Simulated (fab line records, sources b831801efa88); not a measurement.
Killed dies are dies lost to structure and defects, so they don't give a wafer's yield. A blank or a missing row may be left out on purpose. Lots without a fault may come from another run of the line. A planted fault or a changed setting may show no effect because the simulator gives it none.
fab line records | flow sky130
record lots=7 wafers=21 last_day=50
route steps=708 shown POLY_GATE@233 LDD_N@237 PAD_OPEN@708
lots that met no fault: from a run of the same line without faults
start_h: hours from the record's first day to the start of the lot's first wafer shown | wait_h: hours since the lot's step before | " the same as in the row above | L1.1+2: a row that stands for several wafers | - no value, or no start given | * or withheld: withheld | < > ~ a bound
route shown NAME@n: a module of which the file shows steps, and the number in the route of the first | usual: mean/standard deviation of fault-free wafers | same: alike in all rows | chamber/n: place in a boat | sites: the reading at each site | _std_site: their standard deviation | _edge_site: outer sites' mean less inner sites' | radius_mm: how far each site lies from the wafer's centre | mask NAME#n: copy n | behind: the tool/chamber that last shaped the wafer | hold: why the lot was held/for how many hours/how that ended | device: the transistor (n, p or np) that didn't switch | end of line: the same wafers' tests at the end of the route | a step without rows: its recipe alone | killed: dies lost to structure and defects at the first sort, not the wafer's yield | map: a wafer's dies, x killed, . not, _ none there
set.NAME: the setting as run; set.NAME@STEP: as run at that earlier step | model.NAME: the simulator's own value behind a step, which no gauge read
lots at some steps of the route; a table a step, a row a wafer
services: from which hour (start_h, from the record's first day; less than 0 if before it) a tool's chamber was out of use, for how many hours, and why
## steps
# step SKY_POLY_GATE_CLEAN_19
# recipe chemistry=SC1/SC2 mix=1:4:20 temp_c=70 time_s=150 dry=n2_spin
# step SKY_POLY_GATE_OXIDATION_20
# recipe temp_c=850 ambient=O2 stabilise_s=600 purge_s=300 target_thk_a=40 ox_time_s=899
# step SKY_POLY_GATE_THK_MEAS_21
# recipe reads=SiO2_of_POLY_GATE_OXIDATION_20
# usual POLY_GATE_OXIDATION_THK=4.01/0.074
# columns lot.wafer tool chamber start_h wait_h POLY_GATE_OXIDATION_THK[nm]
L747.4 film_metro-03 - 377.91 0.0 4.08
L747.5 " - " " 4.11
L747.6 " - " " 4.01
L749.3 film_metro-01 - 393.74 0.0 4.06
L749.4 " - " " 4.02
L749.6 " - " " 3.91
L761.2 film_metro-04 - 503.21 0.0 3.87
L761.4 " - " " 4.01
L761.5 " - " " 3.95
L762.3 film_metro-04 - 509.96 0.0 4.07
L762.4 " - " " 4.05
L762.6 " - " " 4.04
L763.1 film_metro-04 - 527.54 0.0 4.05
L763.3 " - " " 4.01
L763.6 " - " " 4.05
L766.1 film_metro-03 - 555.90 0.0 4.01
L766.2 " - " " 4.06
L766.5 " - " " 4.00
L769.1 film_metro-04 - 572.30 0.0 4.18
L769.3 " - " " 4.06
L769.4 " - " " 4.06
# step SKY_POLY_GATE_CD_MEAS_22
# usual cd_nm=150.1/1.8
# columns lot.wafer tool chamber start_h wait_h cd_nm
L747.4 cd_sem-01 - 378.03 0.1 150.0
L747.5 " - " " 151.7
L747.6 " - " " 151.4
L749.3 cd_sem-02 - 393.84 0.1 150.0
L749.4 " - " " 148.5
L749.6 " - " " 149.3
L761.2 cd_sem-02 - 503.29 0.1 151.3
L761.4 " - " " 151.1
L761.5 " - " " 151.0
L762.3 cd_sem-02 - 510.06 0.1 146.4
L762.4 " - " " 147.7
L762.6 " - " " 148.4
L763.1 cd_sem-01 - 527.60 0.1 148.9
L763.3 " - " " 151.4
L763.6 " - " " 151.9
L766.1 cd_sem-01 - 555.96 0.1 150.5
L766.2 " - " " 150.1
L766.5 " - " " 150.5
L769.1 cd_sem-02 - 572.47 0.2 149.8
L769.3 " - " " 152.0
L769.4 " - " " 152.2
# step SKY_LDD_N_DEHYDRATE_00
# recipe temp_c=200 time_s=60
# step SKY_LDD_N_HMDS_01
# recipe prime_time_s=60 prime_temp_c=120
# step SKY_LDD_N_COAT_02
# recipe resist=NOVOLAK spin_rpm=3000 resist_thk_nm=300
# step SKY_LDD_N_SOFTBAKE_03
# recipe temp_c=90 time_s=60 resist=NOVOLAK
# step SKY_LDD_N_EXPOSE_04
# recipe mask_id=NTM target_cd_nm=840 na=0.6 source_shape=conventional sigma_outer=0.6 dose_mj=110
# step SKY_LDD_N_PEB_05
# recipe temp_c=withheld time_s=* resist=NOVOLAK
# step SKY_LDD_N_DEVELOP_06
# recipe develop_time_s=60 dev_temp_c=23
# step SKY_LDD_N_OVL_MEAS_07
# usual LDD_N_OVL=-0.5/1.5
# columns lot.wafer tool chamber start_h wait_h LDD_N_OVL[nm]
L747.4 overlay-01 - 407.12 0.1 -0.2
L747.5 " - " " -1.6
L747.6 " - " " -1.9
L749.3 overlay-01 - 423.26 0.1 -1.7
L749.4 " - " " -1.4
L749.6 " - " " -2.4
L761.2 overlay-01 - 533.50 0.1 -0.9
L761.4 " - " " -0.1
L761.5 " - " " -1.9
L762.3 overlay-01 - 539.37 0.1 -2.5
L762.4 " - " " -3.0
L762.6 " - " " -3.2
L763.1 overlay-02 - 557.40 0.1 1.8
L763.3 " - " " 2.0
L763.6 " - " " 1.7
L766.1 overlay-02 - 585.95 0.1 0.7
L766.2 " - " " -1.5
L766.5 " - " " -0.8
L769.1 overlay-02 - 601.56 0.1 1.3
L769.3 " - " " 1.0
L769.4 " - " " 0.2
# step SKY_LDD_N_IMPLANT_08
# recipe species=As energy_kev=20 dose_cm2=7.5e+13 tilt_deg=withheld rotation_deg=23
# usual beam_on_s=9.96/0.21 end_station_pressure_torr=5.4e-06/2.8e-07 faraday_current_uA=424/8.8
# columns lot.wafer tool chamber start_h wait_h beam_on_s end_station_pressure_torr faraday_current_uA
L747.4 implanter-04 0 407.21 0.1 9.85 5.09e-06 428
L747.5 " 0 " " 9.78 5.49e-06 431
L747.6 " 0 " " 9.72 5.08e-06 434
L749.3 implanter-03 0 423.34 0.1 10.07 5.58e-06 421
L749.4 " 0 " " 10.02 5.54e-06 422
L749.6 " 0 " " 10.04 5.3e-06 418
L761.2 implanter-03 0 533.56 0.0 10.95 8.607e-05 377
L761.4 " 0 " " 11.47 7.667e-05 361
L761.5 " 0 " " 11.14 7.471e-05 369
L762.3 implanter-03 0 539.44 0.1 11.17 8.18e-05 372
L762.4 " 0 " " 11.49 7.733e-05 360
L762.6 " 0 " " 11.26 7.81e-05 367
L763.1 implanter-03 0 557.44 0.0 11.44 8.148e-05 361
L763.3 " 0 " " 11.11 8.562e-05 372
L763.6 " 0 " " 11.13 8.251e-05 371
L766.1 implanter-04 0 585.98 0.0 10.12 5.25e-06 417
L766.2 " 0 " " 10.43 5.4e-06 406
L766.5 " 0 " " 10.40 5.84e-06 406
L769.1 implanter-04 0 601.59 0.0 9.74 5.9e-06 435
L769.3 " 0 " " 10.12 5.29e-06 420
L769.4 " 0 " " 9.86 5.62e-06 427
# step SKY_LDD_N_IMPLANT_09
# recipe species=As energy_kev=20 dose_cm2=7.5e+13 tilt_deg=withheld rotation_deg=113
# step SKY_PAD_OPEN_PROBE_99
# usual killed_at_M0_to_M3=43/6.7 killed_at_M4_up=3.2/1.8 killed_at_contacts=25/5.2 killed_at_front_end=15/4.4 killed_at_other=0.2/0.4 killed_dies=87/9.3 killed_open=48/7.1 killed_short=39/6
# same gross_dies=492 killed_at_back_side=0
# columns lot.wafer tool chamber start_h wait_h killed_at_M0_to_M3 killed_at_M4_up killed_at_contacts killed_at_front_end killed_at_other killed_dies killed_open killed_short model.etest.tip_n.rs_ohm_sq
L747.4 prober-02 - 1080.96 0.2 49 1 23 15 0 88 46 42 440.7
L747.5 prober-02 - 1081.01 0.2 46 4 22 19 1 92 53 39 441.7
L747.6 prober-02 - 1081.06 0.2 35 2 28 16 1 82 48 34 441.3
L749.3 prober-02 - 1086.92 0.2 53 4 28 16 0 101 56 45 444.4
L749.4 prober-02 - 1086.97 0.2 33 4 27 10 0 74 36 38 448.5
L749.6 prober-02 - 1087.07 0.2 34 4 21 23 0 82 38 44 448.1
L761.2 prober-02 - 1161.72 0.1 59 4 18 11 0 92 50 42 431.7
L761.4 prober-02 - 1161.82 0.2 42 1 15 17 0 75 40 35 430.6
L761.5 prober-02 - 1161.87 0.2 45 2 23 8 0 78 44 34 436.4
L762.3 prober-01 - 1165.60 0.2 48 4 32 16 0 100 58 42 433.9
L762.4 prober-01 - 1165.65 0.2 35 6 31 20 0 92 51 41 434.9
L762.6 prober-01 - 1165.75 0.2 41 6 18 20 0 85 45 40 433.1
L763.1 prober-02 - 1176.73 0.1 44 1 29 10 1 85 50 35 439
L763.3 prober-02 - 1176.83 0.2 37 1 26 19 0 83 38 45 434.2
L763.6 prober-02 - 1176.98 0.2 49 5 19 20 0 93 50 43 431.7
L766.1 prober-01 - 1188.72 0.1 51 4 38 12 0 105 51 54 444.9
L766.2 prober-01 - 1188.77 0.1 48 4 29 23 1 105 48 57 447.9
L766.5 prober-01 - 1188.92 0.2 47 7 22 15 0 91 55 36 444.2
L769.1 prober-02 - 1201.42 0.1 40 5 27 11 0 83 48 35 448.8
L769.3 prober-02 - 1201.52 0.2 52 2 21 7 1 83 49 34 443.8
L769.4 prober-02 - 1201.57 0.2 37 2 25 11 0 75 36 39 444.5
# killed by level:class
L747.4 VIA1:geometric_particle:open=11 VIA1:geometric_particle:short=8 CONTACT:geometric_particle:open=7 VIA3:geometric_particle:open=7 POLY_GATE:geometric_particle:short=6 LI_CONTACT:geometric_particle:open=6 SPACER:geometric_particle:short=5 CONTACT:geometric_particle:short=5
L747.5 VIA1:geometric_particle:open=12 CONTACT:geometric_particle:open=10 VIA3:geometric_particle:open=8 METAL2:geometric_particle:short=6 LI_CONTACT:geometric_particle:open=6 VIA2:geometric_particle:open=6 FIELD_ISO:geometric_particle:short=5 METAL3:geometric_particle:short=5
L747.6 CONTACT:geometric_particle:open=15 LI_CONTACT:geometric_particle:open=9 VIA1:geometric_particle:open=7 FIELD_ISO:geometric_particle:short=6 VIA2:geometric_particle:open=5 VIA3:geometric_particle:open=5 METAL1:geometric_particle:short=4 POLY_GATE:geometric_particle:short=3
L749.3 VIA2:geometric_particle:open=12 VIA1:geometric_particle:open=9 LI_CONTACT:geometric_particle:open=8 CONTACT:geometric_particle:open=8 VIA1:geometric_particle:short=8 METAL3:geometric_particle:short=7 POLY_GATE:geometric_particle:open=6 CONTACT:geometric_particle:short=6
L749.4 CONTACT:geometric_particle:open=15 METAL1:geometric_particle:short=9 METAL2:geometric_particle:short=6 VIA3:geometric_particle:open=5 CONTACT:geometric_particle:short=4 LI_CONTACT:geometric_particle:open=4 METAL4:geometric_particle:short=4 POLY_GATE:geometric_particle:open=3
L749.6 VIA1:geometric_particle:open=11 POLY_GATE:geometric_particle:short=8 POLY_GATE:geometric_particle:open=7 CONTACT:geometric_particle:short=5 CONTACT:geometric_particle:open=5 METAL1:geometric_particle:short=5 LOCAL_INTERCONNECT:geometric_particle:short=4 METAL4:geometric_particle:short=4
L761.2 METAL2:geometric_particle:short=11 VIA3:geometric_particle:open=10 VIA1:geometric_particle:open=10 CONTACT:geometric_particle:open=8 METAL1:geometric_particle:short=8 VIA2:geometric_particle:open=5 METAL3:geometric_particle:short=5 POLY_GATE:geometric_particle:open=4
L761.4 METAL1:geometric_particle:short=8 CONTACT:geometric_particle:open=7 VIA2:geometric_particle:short=5 POLY_GATE:geometric_particle:open=5 VIA2:geometric_particle:open=5 METAL3:geometric_particle:open=5 VIA1:geometric_particle:open=5 VIA1:geometric_particle:short=5
L761.5 VIA3:geometric_particle:open=10 LI_CONTACT:geometric_particle:open=8 VIA1:geometric_particle:open=8 METAL2:geometric_particle:short=8 VIA2:geometric_particle:open=7 CONTACT:geometric_particle:open=7 VIA3:geometric_particle:short=6 POLY_GATE:geometric_particle:short=5
L762.3 CONTACT:geometric_particle:open=14 VIA1:geometric_particle:open=12 LI_CONTACT:geometric_particle:open=8 VIA2:geometric_particle:open=7 LOCAL_INTERCONNECT:geometric_particle:short=6 METAL1:geometric_particle:short=6 VIA3:geometric_particle:open=6 SPACER:geometric_particle:short=5
L762.4 CONTACT:geometric_particle:open=13 VIA1:geometric_particle:open=8 VIA3:geometric_particle:open=8 LOCAL_INTERCONNECT:geometric_particle:short=6 FIELD_ISO:geometric_particle:open=5 FIELD_ISO:geometric_particle:short=5 METAL2:geometric_particle:short=5 POLY_GATE:geometric_particle:open=4
L762.6 VIA1:geometric_particle:open=9 VIA1:geometric_particle:short=7 VIA2:geometric_particle:open=7 LI_CONTACT:geometric_particle:open=6 METAL1:geometric_particle:short=6 VIA3:geometric_particle:open=6 METAL4:geometric_particle:short=5 FIELD_ISO:geometric_particle:short=4
L763.1 CONTACT:geometric_particle:open=18 VIA1:geometric_particle:open=9 METAL1:geometric_particle:short=8 CONTACT:geometric_particle:short=5 METAL2:geometric_particle:short=5 VIA2:geometric_particle:short=5 VIA3:geometric_particle:open=4 FIELD_ISO:geometric_particle:open=3
L763.3 METAL1:geometric_particle:short=10 CONTACT:geometric_particle:open=10 FIELD_ISO:geometric_particle:short=8 VIA2:geometric_particle:open=7 FIELD_ISO:geometric_particle:open=6 CONTACT:geometric_particle:short=6 LI_CONTACT:geometric_particle:open=4 VIA1:geometric_particle:open=4
L763.6 VIA1:geometric_particle:open=14 VIA3:geometric_particle:open=8 POLY_GATE:geometric_particle:short=6 LOCAL_INTERCONNECT:geometric_particle:short=6 METAL1:geometric_particle:short=6 VIA2:geometric_particle:open=5 METAL4:geometric_particle:short=5 FIELD_ISO:geometric_particle:open=4
L766.1 VIA1:geometric_particle:open=14 CONTACT:geometric_particle:open=13 CONTACT:geometric_particle:short=8 METAL1:geometric_particle:short=8 LI_CONTACT:geometric_particle:open=7 LOCAL_INTERCONNECT:geometric_particle:short=7 FIELD_ISO:geometric_particle:short=6 VIA3:geometric_particle:short=6
L766.2 VIA1:geometric_particle:open=10 FIELD_ISO:geometric_particle:short=9 CONTACT:geometric_particle:open=8 CONTACT:geometric_particle:short=8 VIA3:geometric_particle:open=7 LOCAL_INTERCONNECT:geometric_particle:short=7 VIA1:geometric_particle:short=6 VIA2:geometric_particle:open=6
L766.5 VIA1:geometric_particle:open=12 CONTACT:geometric_particle:open=10 VIA2:geometric_particle:open=8 FIELD_ISO:geometric_particle:open=7 METAL1:geometric_particle:short=7 METAL2:geometric_particle:short=5 VIA3:geometric_particle:open=5 LI_CONTACT:geometric_particle:open=4
L769.1 CONTACT:geometric_particle:open=10 VIA3:geometric_particle:open=7 METAL2:geometric_particle:short=7 LI_CONTACT:geometric_particle:open=6 VIA1:geometric_particle:short=6 CONTACT:geometric_particle:short=5 VIA2:geometric_particle:open=5 FIELD_ISO:geometric_particle:open=4
L769.3 VIA2:geometric_particle:open=11 VIA1:geometric_particle:open=9 LI_CONTACT:geometric_particle:open=8 CONTACT:geometric_particle:open=7 METAL2:geometric_particle:short=6 VIA3:geometric_particle:open=6 VIA1:geometric_particle:short=5 METAL1:geometric_particle:short=4
L769.4 LI_CONTACT:geometric_particle:open=9 METAL2:geometric_particle:short=7 CONTACT:geometric_particle:open=6 VIA1:geometric_particle:open=5 LOCAL_INTERCONNECT:geometric_particle:short=5 METAL1:geometric_particle:short=4 VIA3:geometric_particle:open=4 METAL3:geometric_particle:short=4
## services
# columns tool chamber start_h hours kind
implanter-04 - 399.49 2.7 repair
implanter-03 - 406.04 3.6 pm
implanter-04 - 413.85 6.4 repair
implanter-03 - 488.34 6.5 pm
implanter-04 - 552.04 3.9 repair
implanter-03 - 571.60 5.9 repair
## key
first_sign step=SKY_LDD_N_IMPLANT_08 reading=end_station_pressure_torr direction=up sigmas=99+ usual=5.4e-06 struck=8.048e-05
effect step=SKY_LDD_N_IMPLANT_08 reading=faraday_current_uA direction=down sigmas=6.4 usual=424 struck=368
model_effect step=SKY_PAD_OPEN_PROBE_99 value=etest.tip_n.rs_ohm_sq without=442.4 struck=434
met_at SKY_LDD_N_IMPLANT_08
struck_wafers L761.2,L761.4,L761.5,L762.3,L762.4,L762.6,L763.1,L763.3,L763.6
tester_left_out L761,L762,L763
onset_between 423.34 533.56
fault kind=process_parameter_drift tool=implanter-03 chamber=- onset_h=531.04 steps=SKY_LDD_N_IMPLANT_08 channel=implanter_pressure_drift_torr offset=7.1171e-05 shape=step end_h=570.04
fault kind=process_parameter_drift tool=implanter-03 chamber=- onset_h=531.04 steps=SKY_LDD_N_IMPLANT_08 channel=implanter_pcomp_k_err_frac offset=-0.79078 shape=step end_h=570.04
# tester_left_out: of these lots the tester's yield and bins aren't shown, on N5 and GAA mostly nor the transistor test; their killed dies are dies lost to structure and defects alone, not to doping, threshold or leakage, so they don't give the yield
